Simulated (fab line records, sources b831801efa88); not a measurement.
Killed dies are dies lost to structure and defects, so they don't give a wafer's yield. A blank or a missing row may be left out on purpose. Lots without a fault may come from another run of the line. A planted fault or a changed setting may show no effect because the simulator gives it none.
fab line records | flow sky130
record lots=6 wafers=18 last_day=50
route steps=708 shown VIA4@645 METAL5@661 PAD_OPEN@708
lots that met no fault: from a run of the same line without faults
start_h: hours from the record's first day to the start of the lot's first wafer shown | wait_h: hours since the lot's step before | " the same as in the row above | L1.1+2: a row that stands for several wafers | - no value, or no start given | * or withheld: withheld | < > ~ a bound
route shown NAME@n: a module of which the file shows steps, and the number in the route of the first | usual: mean/standard deviation of fault-free wafers | same: alike in all rows | chamber/n: place in a boat | sites: the reading at each site | _std_site: their standard deviation | _edge_site: outer sites' mean less inner sites' | radius_mm: how far each site lies from the wafer's centre | mask NAME#n: copy n | behind: the tool/chamber that last shaped the wafer | hold: why the lot was held/for how many hours/how that ended | device: the transistor (n, p or np) that didn't switch | end of line: the same wafers' tests at the end of the route | a step without rows: its recipe alone | killed: dies lost to structure and defects at the first sort, not the wafer's yield | map: a wafer's dies, x killed, . not, _ none there
set.NAME: the setting as run; set.NAME@STEP: as run at that earlier step | model.NAME: the simulator's own value behind a step, which no gauge read
lots at some steps of the route; a table a step, a row a wafer
services: from which hour (start_h, from the record's first day; less than 0 if before it) a tool's chamber was out of use, for how many hours, and why
## steps
# step SKY_VIA4_COAT_06
# recipe resist=NOVOLAK spin_rpm=3020 resist_thk_nm=1140
# step SKY_VIA4_SOFTBAKE_07
# recipe temp_c=90 time_s=60 resist=NOVOLAK
# step SKY_VIA4_EXPOSE_08
# recipe mask_id=VIM4 na=0.6 source_shape=conventional sigma_outer=0.6 polarization=unpolarized target_cd_nm=800 dose_mj=132
# step SKY_VIA4_PEB_09
# recipe temp_c=withheld time_s=* resist=NOVOLAK
# step SKY_VIA4_DEVELOP_10
# recipe resist=NOVOLAK developer=TMAH develop_time_s=60 dev_temp_c=23
# step SKY_VIA4_OVL_MEAS_11
# usual VIA4_OVL=-1.8/1.5
# columns lot.wafer tool chamber start_h wait_h VIA4_OVL[nm]
L136.1 overlay-02 - 1018.32 0.1 -1.1
L136.2 " - " " -2.4
L136.3 " - " " -2.2
L137.2 overlay-01 - 1022.71 0.1 -2.8
L137.3 " - " " -2.7
L137.5 " - " " -3.9
L140.1 overlay-02 - 1049.82 0.1 -2.8
L140.2 " - " " -1.6
L140.3 " - " " -2.2
L150.3 overlay-01 - 1114.43 0.1 -1.7
L150.4 " - " " -0.7
L150.6 " - " " -1.4
L155.2 overlay-01 - 1134.05 0.1 -3.1
L155.3 " - " " -2.8
L155.6 " - " " -2.6
L156.3 overlay-02 - 1140.58 2.3 -3.5
L156.5 " - " " -3.4
L156.6 " - " " -3.5
# step SKY_VIA4_ETCH_12
# recipe target=SiO2 chemistry=C4F8/O2/Ar stop_on=TiN mask_material=NOVOLAK source_w=1500 bias_w=1200 pressure_mtorr=40 c4f8_flow_sccm=withheld O2_flow_sccm=6 Ar_flow_sccm=300 time_s=withheld target_depth_a=5800
# usual oes_product_au=0.926/0.0048
# columns lot.wafer tool chamber start_h wait_h oes_product_au
L136.1 rie_diel-01 2 1018.35 0.0 0.924
L136.2 " 1 " " 0.923
L136.3 " 3 " " 0.922
L137.2 rie_diel-04 2 1022.74 0.0 0.932
L137.3 " 3 " " 0.924
L137.5 " 3 " " 0.928
L140.1 rie_diel-01 1 1049.85 0.0 0.919
L140.2 " 3 " " 0.925
L140.3 " 2 " " 0.919
L150.3 rie_diel-04 1 1114.45 0.0 0.928
L150.4 " 3 " " 0.927
L150.6 " 2 " " 0.921
L155.2 rie_diel-03 1 1134.08 0.0 0.927
L155.3 " 0 " " 0.923
L155.6 " 2 " " 0.935
L156.3 rie_diel-04 0 1140.61 0.0 0.931
L156.5 " 3 " " 0.923
L156.6 " 0 " " 0.922
# step SKY_VIA4_STRIP_13
# recipe chemistry=O2/N2 power_w=1400 pressure_mtorr=1500 platen_temp_c=withheld o2_flow_sccm=3000 n2_flow_sccm=300 overash_fraction=0.5
# usual drypump_motor_current_A=5.8/0.31 o2_flow_sccm=2999/9.4 oes_product_au=0.709/0.0048 strip_time_to_endpoint_s=12.788/0.029
# columns lot.wafer tool chamber start_h wait_h drypump_motor_current_A o2_flow_sccm oes_product_au rf_hours_counter_h strip_time_to_endpoint_s
L136.1 plasma_asher-03 1 1018.43 - 6.1 3023 0.716 25 12.736
L136.2 " 0 " " 5.9 2993 0.718 25 12.767
L136.3 " 1 " " 6.1 3000 0.708 - 12.675
L137.2 plasma_asher-04 0 1022.81 - 5.3 2995 0.707 121 12.763
L137.3 " 0 " " 5.3 3005 0.698 - 12.796
L137.5 " 1 " " 5.7 2990 0.716 - 12.775
L140.1 plasma_asher-03 0 1049.93 - 5.9 2993 0.707 29 12.814
L140.2 " 1 " " 6.1 2992 0.714 29 12.771
L140.3 " 0 " " 5.9 2990 0.715 - 12.802
L150.3 plasma_asher-02 1 1114.56 - 6.2 2992 0.701 - 12.798
L150.4 " 0 " " 5.7 2990 0.716 - 12.803
L150.6 " 0 " " 5.7 2989 0.713 - 12.812
L155.2 plasma_asher-02 0 1134.16 - 5.7 3000 0.712 99 12.830
L155.3 " 1 " " 6.2 2999 0.705 - 12.770
L155.6 " 0 " " 5.7 2986 0.707 - 12.820
L156.3 plasma_asher-03 1 1140.71 - 6.1 3012 0.713 - 12.827
L156.5 " 0 " " 5.9 3004 0.707 - 12.815
L156.6 " 1 " " 6.1 3013 0.706 - 12.769
# step SKY_VIA4_STRIP_14
# recipe chemistry=post_etch_residue_remover time_s=1200 temp_c=72.5
# step SKY_VIA4_CLEAN_15
# recipe chemistry=IPA time_s=180 temp_c=25
# step SKY_VIA4_CLEAN_16
# recipe chemistry=O3/DIW dry=n2_spin
# step SKY_VIA4_SPUTTER_17
# recipe material=TiN target_thk_nm=20 chamber_pressure_pa=5 power_w=4000 time_s=80
# usual throttle_valve_pct=29.6/1.3
# columns lot.wafer tool chamber start_h wait_h throttle_valve_pct
L136.1 pvd_sputter-01 - 1019.02 0.0 30.1
L136.2 " - " " 29.2
L136.3 " - " " 27.9
L137.2 pvd_sputter-02 - 1023.47 0.0 32.4
L137.3 " - " " 27.6
L137.5 " - " " 29.7
L140.1 pvd_sputter-03 - 1050.80 0.0 29.1
L140.2 " - " " 30.8
L140.3 " - " " 29.8
L150.3 pvd_sputter-01 - 1115.12 0.0 29.8
L150.4 " - " " 29.5
L150.6 " - " " 27.4
L155.2 pvd_sputter-03 - 1134.79 0.0 29.6
L155.3 " - " " 30.7
L155.6 " - " " 30.9
L156.3 pvd_sputter-01 - 1141.89 0.0 29.8
L156.5 " - " " 27.8
L156.6 " - " " 29.2
# step SKY_VIA4_CVD_18
# recipe material=W target_thk_nm=505 time_s=152.14 temp_c=400 pressure_torr=40
# usual heater_power_w=835/89 susceptor_temp_C=400.01/0.21
# columns lot.wafer tool chamber start_h wait_h heater_power_w susceptor_temp_C model.W_of_VIA4_CVD_18.thk_nm
L136.1 cvd_w-02 0 1019.08 0.0 729 400.18 507.4
L136.2 " 1 " " 946 400.14 507.4
L136.3 " 1 " " 949 399.62 510.7
L137.2 cvd_w-01 0 1023.53 0.0 821 399.96 497.4
L137.3 " 0 " " 820 399.69 504.5
L137.5 " 1 " " 836 400.13 503.9
L140.1 cvd_w-01 0 1050.86 0.0 833 399.95 506.9
L140.2 " 1 " " 840 400.07 509.5
L140.3 " 1 " " 835 400.36 506.3
L150.3 cvd_w-02 1 1115.23 0.1 933 400.05 505.9
L150.4 " 0 " " 730 399.74 514.9
L150.6 " 0 " " 732 400.01 509.5
L155.2 cvd_w-02 0 1134.87 0.0 702 392.81 451.1
L155.3 " 0 " " 690 392.80 448.4
L155.6 " 0 " " 685 392.57 447.4
L156.3 cvd_w-02 0 1142.00 0.1 695 392.79 447.6
L156.5 " 1 " " 899 392.67 437
L156.6 " 0 " " 689 392.95 437.7
# step SKY_VIA4_RS_MEAS_19
# recipe thk_meas_gauge=four-point-probe reads=W_of_VIA4_CVD_18+TiN_of_VIA4_SPUTTER_17
# usual VIA4_W_RS=0.2259/0.002
# columns lot.wafer tool chamber start_h wait_h hold VIA4_W_RS[ohm/sq]
L136.1 film_metro-04 - 1019.23 0.1 - 0.2254
L136.2 " - " " - 0.2255
L136.3 " - " " - 0.2237
L137.2 film_metro-03 - 1023.70 0.1 - 0.2295
L137.3 " - " " - 0.2264
L137.5 " - " " - 0.2266
L140.1 film_metro-01 - 1051.01 0.1 - 0.2256
L140.2 " - " " - 0.2242
L140.3 " - " " - 0.2257
L150.3 film_metro-01 - 1115.37 0.1 - 0.2265
L150.4 " - " " - 0.2225
L150.6 " - " " - 0.2238
L155.2 film_metro-03 - 1135.04 0.1 await_dispo/0.2h/release 0.2541
L155.3 " - " " await_dispo/0.2h/release 0.2552
L155.6 " - " " await_dispo/0.2h/release 0.2561
L155.2 film_metro-03 - 1135.32 0.3 - 0.2534
L155.3 " - " " - 0.2547
L155.6 " - " " - 0.2558
L156.3 film_metro-01 - 1142.14 0.1 await_dispo/0.2h/release 0.2556
L156.5 " - " " await_dispo/0.2h/release 0.2613
L156.6 " - " " await_dispo/0.2h/release 0.2611
L156.3 film_metro-01 - 1142.43 0.3 - 0.2553
L156.5 " - " " - 0.2617
L156.6 " - " " - 0.2615
# step SKY_VIA4_THK_MEAS_20
# recipe thk_meas_gauge=xrf reads=W_of_VIA4_CVD_18
# usual VIA4_W_THK=522/6.8
# columns lot.wafer tool chamber start_h wait_h hold VIA4_W_THK[nm]
L136.1 film_metro-04 - 1019.35 0.1 - 528
L136.2 " - " " - 527
L136.3 " - " " - 531
L137.2 film_metro-03 - 1023.81 0.1 - 521
L137.3 " - " " - 527
L137.5 " - " " - 521
L140.1 film_metro-01 - 1051.13 0.1 - 516
L140.2 " - " " - 519
L140.3 " - " " - 517
L150.3 film_metro-01 - 1115.47 0.1 - 523
L150.4 " - " " - 527
L150.6 " - " " - 523
L155.2 film_metro-03 - 1138.92 3.6 await_dispo/0.2h/release 467
L155.3 " - " " await_dispo/0.2h/release 463
L155.6 " - " " await_dispo/0.2h/release 466
L155.2 film_metro-03 - 1139.15 0.2 - 468
L155.3 " - " " - 464
L155.6 " - " " - 462
L156.3 film_metro-01 - 1146.43 4.0 await_dispo/0.2h/release 460
L156.5 " - " " await_dispo/0.2h/release 446
L156.6 " - " " await_dispo/0.2h/release 448
L156.3 film_metro-01 - 1146.65 0.2 - 459
L156.5 " - " " - 448
L156.6 " - " " - 448
# step SKY_VIA4_CMP_21
# recipe stop_on=SiO2 t_overpolish_s=25 down_force_psi=3.5 platen_rpm=60 target_thk_nm=0 pad_velocity_m_s=0.94248
# usual head_pressure_psi=3.501/0.0066 motor_current_A=11.6/1.1 time_to_endpoint_s=123/4.1
# columns lot.wafer tool chamber start_h wait_h hold head_pressure_psi motor_current_A time_to_endpoint_s
L136.2 cmp-02 3 1019.41 0.0 - 3.492 12.8 117
L136.1 " 0 " " - 3.494 11.4 121
L136.3 " 2 " " - 3.493 11.1 121
L137.3 cmp-01 3 1023.91 0.1 - 3.503 11.6 127
L137.2 " 0 " " - 3.489 12.5 118
L137.5 " 3 " " - 3.496 11.7 123
L140.2 cmp-02 3 1051.19 0.0 - 3.494 13.0 117
L140.3 " 0 " " - 3.511 12.2 123
L140.1 " 2 " " - 3.495 10.0 119
L150.3 cmp-02 0 1115.51 0.0 - 3.496 11.3 121
L150.4 " 2 " " - 3.496 9.9 122
L150.6 " 0 " " - 3.508 11.7 123
L155.3 cmp-01 1 1141.71 2.5 await_dispo/2.4h/release 3.519 12.7 114
L155.2 " 2 " " await_dispo/2.4h/release 3.514 11.9 109
L155.6 " 0 " " await_dispo/2.4h/release 3.493 12.2 105
L156.3 cmp-01 2 1150.11 3.4 await_dispo/3.3h/release 3.503 10.9 109
L156.5 " 0 " " await_dispo/3.3h/release 3.512 11.9 103
L156.6 " 1 " " await_dispo/3.3h/release 3.499 12.7 111
# step SKY_METAL5_SPUTTER_00
# recipe material=Ti target_thk_nm=15 power_w=3000 time_s=10 chamber_pressure_pa=0.4
# usual throttle_valve_pct=30.0/1
# columns lot.wafer tool chamber start_h wait_h throttle_valve_pct
L136.1 pvd_sputter-03 - 1019.71 0.2 29.7
L136.2 " - " " 30.7
L136.3 " - " " 30.9
L137.2 pvd_sputter-03 - 1024.16 0.1 30.9
L137.3 " - " " 30.9
L137.5 " - " " 30.9
L140.1 pvd_sputter-04 - 1051.49 0.1 29.4
L140.2 " - " " 29.8
L140.3 " - " " 28.3
L150.3 pvd_sputter-03 - 1115.81 0.2 29.7
L150.4 " - " " 30.7
L150.6 " - " " 31.1
L155.2 pvd_sputter-03 - 1141.91 0.1 29.4
L155.3 " - " " 30.9
L155.6 " - " " 29.1
L156.3 pvd_sputter-02 - 1150.31 0.1 29.9
L156.5 " - " " 29.9
L156.6 " - " " 30.6
# step SKY_PAD_OPEN_PROBE_99
# usual defect_limited_yield=82.9/1.9 killed_at_M0_to_M3=42/6.3 killed_at_M4_up=2.8/1.9 killed_at_contacts=23/5.3 killed_at_front_end=16/4.3 killed_at_other=0.2/0.51 killed_dies=84/9.3 killed_open=46/7.6 killed_short=38/6.3 sort_bin_3_pad_short=0.8/0.41 sort_bin_5_function=10.0/1.4 sort_bin_6_memory=6.2/1.1 sort_n_pass=408/9.3 sort_yield_pct=82.9/1.9
# same gross_dies=492 killed_at_back_side=0 sort_bin_4_leakage[%]=0 sort_bin_8_speed[%]=0
# columns lot.wafer tool chamber start_h wait_h defect_limited_yield[%] killed_at_M0_to_M3 killed_at_M4_up killed_at_contacts killed_at_front_end killed_at_other killed_dies killed_open killed_short sort_bin_3_pad_short[%] sort_bin_5_function[%] sort_bin_6_memory[%] sort_n_pass sort_yield_pct[%]
L136.1 prober-01 - 1088.82 0.1 82.5 37 2 29 18 0 86 50 36 1.0 9.8 6.7 406 82.5
L136.2 prober-01 - 1088.87 0.1 83.1 38 5 17 23 0 83 52 31 0.2 10.4 6.3 409 83.1
L136.3 prober-01 - 1088.92 0.2 81.3 52 7 17 15 1 92 51 41 0.6 11.4 6.7 400 81.3
L137.2 prober-02 - 1094.23 0.1 83.5 45 1 24 11 0 81 50 31 0.6 9.6 6.3 411 83.5
L137.3 prober-02 - 1094.28 0.2 85.6 40 3 18 10 0 71 39 32 0.4 9.3 4.7 421 85.6
L137.5 prober-02 - 1094.38 0.2 83.9 43 3 25 8 0 79 43 36 0.8 10.2 5.1 413 83.9
L150.3 prober-02 - 1175.25 0.2 84.8 35 2 21 17 0 75 40 35 1.0 10.4 3.9 417 84.8
L150.4 prober-02 - 1175.30 0.2 82.7 48 4 17 16 0 85 41 44 1.0 10.6 5.7 407 82.7
L150.6 prober-02 - 1175.40 0.2 83.9 43 3 20 13 0 79 32 47 1.4 9.1 5.5 413 83.9
L155.2 prober-02 - 1192.72 0.1 82.5 39 6 20 21 0 86 47 39 1.0 9.8 6.7 406 82.5
L155.3 prober-02 - 1192.77 0.2 84.8 40 1 15 18 1 75 42 33 0.6 7.5 7.1 417 84.8
L155.6 prober-02 - 1192.92 0.2 84.8 41 2 14 18 0 75 29 46 0.8 10.0 4.5 417 84.8
L156.3 prober-01 - 1196.59 0.2 81.1 51 2 17 23 0 93 52 41 0.6 10.6 7.7 399 81.1
L156.5 prober-01 - 1196.69 0.2 79.9 36 0 35 28 0 99 55 44 1.0 10.4 8.7 393 79.9
L156.6 prober-01 - 1196.74 0.2 78.9 55 2 25 22 0 104 58 46 1.8 12.2 7.1 388 78.9
# killed by level:class
L136.1 CONTACT:geometric_particle:open=10 METAL2:geometric_particle:short=9 LI_CONTACT:geometric_particle:open=8 VIA1:geometric_particle:open=7 FIELD_ISO:geometric_particle:short=6 CONTACT:geometric_particle:short=6 FIELD_ISO:geometric_particle:open=4 POLY_GATE:geometric_particle:open=4
L136.2 CONTACT:geometric_particle:open=8 FIELD_ISO:geometric_particle:open=7 METAL1:geometric_particle:short=7 VIA3:geometric_particle:open=6 VIA1:geometric_particle:open=6 POLY_GATE:geometric_particle:open=5 VIA1:geometric_particle:short=5 LI_CONTACT:geometric_particle:open=4
L136.3 VIA1:geometric_particle:open=14 CONTACT:geometric_particle:open=9 METAL2:geometric_particle:short=7 VIA3:geometric_particle:open=7 METAL4:geometric_particle:short=7 VIA2:geometric_particle:open=6 VIA3:geometric_particle:short=5 FIELD_ISO:geometric_particle:open=4
L137.2 CONTACT:geometric_particle:open=11 VIA2:geometric_particle:open=10 VIA1:geometric_particle:open=9 VIA3:geometric_particle:open=8 METAL1:geometric_particle:short=7 VIA1:geometric_particle:short=6 LI_CONTACT:geometric_particle:open=5 FIELD_ISO:geometric_particle:open=3
L137.3 VIA3:geometric_particle:open=9 LI_CONTACT:geometric_particle:open=7 VIA1:geometric_particle:open=7 VIA2:geometric_particle:open=7 CONTACT:geometric_particle:open=5 METAL1:geometric_particle:short=4 VIA3:geometric_particle:short=4 FIELD_ISO:geometric_particle:short=3
L137.5 CONTACT:geometric_particle:open=12 VIA1:geometric_particle:open=7 VIA2:geometric_particle:open=6 METAL2:geometric_particle:short=6 METAL1:geometric_particle:short=5 VIA3:geometric_particle:open=5 METAL3:geometric_particle:short=4 LI_CONTACT:geometric_particle:open=4
L150.3 CONTACT:geometric_particle:open=7 VIA1:geometric_particle:open=7 POLY_GATE:geometric_particle:short=5 LI_CONTACT:geometric_particle:open=5 METAL1:geometric_particle:short=5 VIA3:geometric_particle:open=5 POLY_GATE:geometric_particle:open=4 LI_CONTACT:geometric_particle:short=4
L150.4 METAL1:geometric_particle:short=12 VIA1:geometric_particle:open=11 CONTACT:geometric_particle:open=7 VIA3:geometric_particle:open=6 POLY_GATE:geometric_particle:short=5 LI_CONTACT:geometric_particle:open=4 METAL3:geometric_particle:short=4 VIA2:geometric_particle:short=4
L150.6 VIA1:geometric_particle:open=7 METAL2:geometric_particle:short=7 CONTACT:geometric_particle:open=6 METAL1:geometric_particle:short=6 VIA3:geometric_particle:open=6 POLY_GATE:geometric_particle:short=5 VIA1:geometric_particle:short=5 METAL3:geometric_particle:short=5
L155.2 VIA1:geometric_particle:open=10 METAL1:geometric_particle:short=7 LI_CONTACT:geometric_particle:open=6 CONTACT:geometric_particle:open=6 VIA2:geometric_particle:open=6 FIELD_ISO:geometric_particle:short=5 POLY_GATE:geometric_particle:open=5 VIA3:geometric_particle:open=5
L155.3 VIA1:geometric_particle:open=9 VIA3:geometric_particle:open=8 FIELD_ISO:geometric_particle:short=6 VIA1:geometric_particle:short=6 FIELD_ISO:geometric_particle:open=5 CONTACT:geometric_particle:open=4 CONTACT:geometric_particle:short=3 POLY_GATE:geometric_particle:open=3
L155.6 METAL2:geometric_particle:short=9 VIA1:geometric_particle:open=8 FIELD_ISO:geometric_particle:short=6 POLY_GATE:geometric_particle:short=6 CONTACT:geometric_particle:open=6 LI_CONTACT:geometric_particle:short=4 VIA1:geometric_particle:short=4 METAL1:geometric_particle:short=4
L156.3 VIA1:geometric_particle:open=15 CONTACT:geometric_particle:open=9 VIA2:geometric_particle:open=8 FIELD_ISO:geometric_particle:short=6 FIELD_ISO:geometric_particle:open=6 METAL1:geometric_particle:short=6 VIA1:geometric_particle:short=6 VIA3:geometric_particle:open=6
L156.5 CONTACT:geometric_particle:open=23 FIELD_ISO:geometric_particle:short=12 VIA1:geometric_particle:open=7 METAL1:geometric_particle:short=6 VIA1:geometric_particle:short=6 POLY_GATE:geometric_particle:open=5 LI_CONTACT:geometric_particle:open=5 POLY_GATE:geometric_particle:short=4
L156.6 VIA1:geometric_particle:open=14 POLY_GATE:geometric_particle:open=8 CONTACT:geometric_particle:open=8 VIA1:geometric_particle:short=8 LI_CONTACT:geometric_particle:open=7 CONTACT:geometric_particle:short=7 VIA2:geometric_particle:open=7 METAL1:geometric_particle:short=5
## services
# columns tool chamber start_h hours kind
rie_diel-03 0 994.86 4.3 repair
pvd_sputter-03 - 995.67 5.6 repair
plasma_asher-04 - 1002.17 1.3 repair
cvd_w-01 - 1006.01 0.8 repair
cmp-01 - 1007.19 1.0 repair
rie_diel-01 0 1015.36 3.1 repair
pvd_sputter-02 - 1015.64 4.9 repair
rie_diel-01 - 1021.14 14.6 pm
cmp-02 - 1037.19 7.7 pm
cvd_w-02 - 1044.65 0.3 repair
pvd_sputter-02 - 1048.61 1.5 repair
rie_diel-01 3 1051.26 1.5 repair
rie_diel-01 1 1070.44 3.9 repair
plasma_asher-02 - 1072.06 0.5 repair
pvd_sputter-02 - 1075.05 1.3 repair
rie_diel-01 - 1085.67 25.3 repair
cmp-02 - 1086.31 4.0 pm
cmp-01 - 1096.47 5.9 pm
cvd_w-01 0 1100.17 10.8 repair
cmp-01 - 1105.47 2.6 repair
cvd_w-01 0 1122.33 21.8 repair
cvd_w-01 1 1123.95 4.8 repair
plasma_asher-02 - 1124.73 1.1 repair
cmp-02 - 1145.99 0.9 repair
## key
first_sign step=SKY_VIA4_CVD_18 reading=susceptor_temp_C direction=down sigmas=35 usual=* struck=*
effect step=SKY_VIA4_RS_MEAS_19 reading=visit direction=added
effect step=SKY_VIA4_RS_MEAS_19 reading=VIA4_W_RS direction=up sigmas=16 usual=0.2259 struck=0.2572
effect step=SKY_VIA4_THK_MEAS_20 reading=visit direction=added
effect step=SKY_VIA4_THK_MEAS_20 reading=VIA4_W_THK direction=down sigmas=9.3 usual=522 struck=458
effect step=SKY_VIA4_CMP_21 reading=time_to_endpoint_s direction=down sigmas=3.5 usual=* struck=*
model_effect step=SKY_VIA4_CVD_18 value=W_of_VIA4_CVD_18.thk_nm without=507 struck=444.9
met_at SKY_VIA4_CVD_18
struck_wafers L155.2,L155.3,L155.6,L156.3,L156.5,L156.6
onset_between 1115.23 1134.87
fault kind=process_parameter_drift tool=cvd_w-02 chamber=- onset_h=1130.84 steps=SKY_VIA4_CVD_18 channel=temp_c offset=* shape=step end_h=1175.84 acts_in=* stated=*
